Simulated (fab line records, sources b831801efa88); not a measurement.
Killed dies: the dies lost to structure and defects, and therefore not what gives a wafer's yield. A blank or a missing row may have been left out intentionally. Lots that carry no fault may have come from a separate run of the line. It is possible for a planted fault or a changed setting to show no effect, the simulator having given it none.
A struck lot beside a sound one -- flow sky130 -- 21 steps out of a route of 708
Sound: the wafers L988.3, L988.4, L988.5. Wafers L997.1, L997.2, L997.5 were the ones struck. Last of all comes the cause.
For every step that has rows: the tool of each side, followed by ch and its chambers, followed by its first start. Under that, the readings that differ: sound wafers -- struck wafers -- difference of the means -- sigmas: that difference in standard deviations of wafers without a fault.
alike: same words and numbers on both sides, and readings whose means sit less than 2 such deviations apart. not compared: any withheld reading, any reading some wafer has no value for, any bound like >300 that may hide the same value, and any number with overlapping values for which the record gives no deviation.
The two part at a step that has a row with sigmas, a row that says differs or no value, or rows on one side only. Numbers that don't overlap but have no deviation are shown without sigmas and don't part them. Lack of a reading on every wafer of one side parts them only where that side has two or more wafers.

first, 6 steps without rows for these wafers: SKY_SD_N_IMPLANT_09; SKY_SD_N_IMPLANT_10; SKY_SD_N_STRIP_11 (strips in O2/N2); SKY_SD_N_CLEAN_13 (cleans in SC1/SC2, time 150 s); SKY_SD_N_RTA_14 (time 2 s); SKY_SALICIDE_CLEAN_00 (cleans in HF-last, time 30 s).
SKY_LI_CONTACT_HDPCVD_00: deposits PSG, target thk 930 nm, time 155 s.
  sound on hdpcvd-02 ch 1,2, day 28 16:53; struck on hdpcvd-02 ch 0,2, day 32 08:50
SKY_LI_CONTACT_THK_MEAS_01:
  sound on film-metro-02, day 28 17:01; struck on film-metro-01, day 32 08:56
reading,sound,struck,difference,sigmas
LI_CONTACT_HDPCVD_THK (nm),914 914 903,730 716 733,-184,-17
then, 10 steps without rows for these wafers: SKY_LI_CONTACT_CMP_02 (polishes PSG); SKY_LI_CONTACT_DEHYDRATE_04 (time 60 s); SKY_LI_CONTACT_HMDS_05 (prime time 60 s); SKY_LI_CONTACT_COAT_06 (resist thk 60 nm); SKY_LI_CONTACT_COAT_07 (resist thk 450 nm); SKY_LI_CONTACT_SOFTBAKE_08 (time 90 s); SKY_LI_CONTACT_EXPOSE_09 (exposes mask LICM1, target cd 170 nm); SKY_LI_CONTACT_PEB_10; SKY_LI_CONTACT_DEVELOP_11 (develop time 60 s); SKY_LI_CONTACT_ETCH_14 (etches BARC in N2/H2, stops on SiO2, time 45.9 s, target depth 60 nm).
SKY_LI_CONTACT_ETCH_15: etches PSG in C4F8/O2/Ar, stops on Si, target depth 600 nm.
  sound on rie-diel-02 ch 1,3, day 29 20:32; struck on rie-diel-02 ch 1,2, day 33 12:44
reading,sound,struck,difference,sigmas
oes-product-au (a.u.),0.840 0.840 0.837,0.675 0.664 0.682,-0.165,-37
then, 1 step without rows for these wafers: SKY_LI_CONTACT_STRIP_16 (strips in O2/N2).
-- record jumps: 16 days separate the struck wafers' starts on either side; left off in module LI_CONTACT, taken up again in module PAD_OPEN, whose first shown step is the route's number 708 --
SKY_PAD_OPEN_PROBE_99:
  rows exist in the record for the struck wafers here (prober-01, day 49 01:13), but not for the sound ones

WHERE THEY PART
First at SKY_LI_CONTACT_THK_MEAS_01; last, within this record, at SKY_PAD_OPEN_PROBE_99.

WHY: what had been put in by the simulator
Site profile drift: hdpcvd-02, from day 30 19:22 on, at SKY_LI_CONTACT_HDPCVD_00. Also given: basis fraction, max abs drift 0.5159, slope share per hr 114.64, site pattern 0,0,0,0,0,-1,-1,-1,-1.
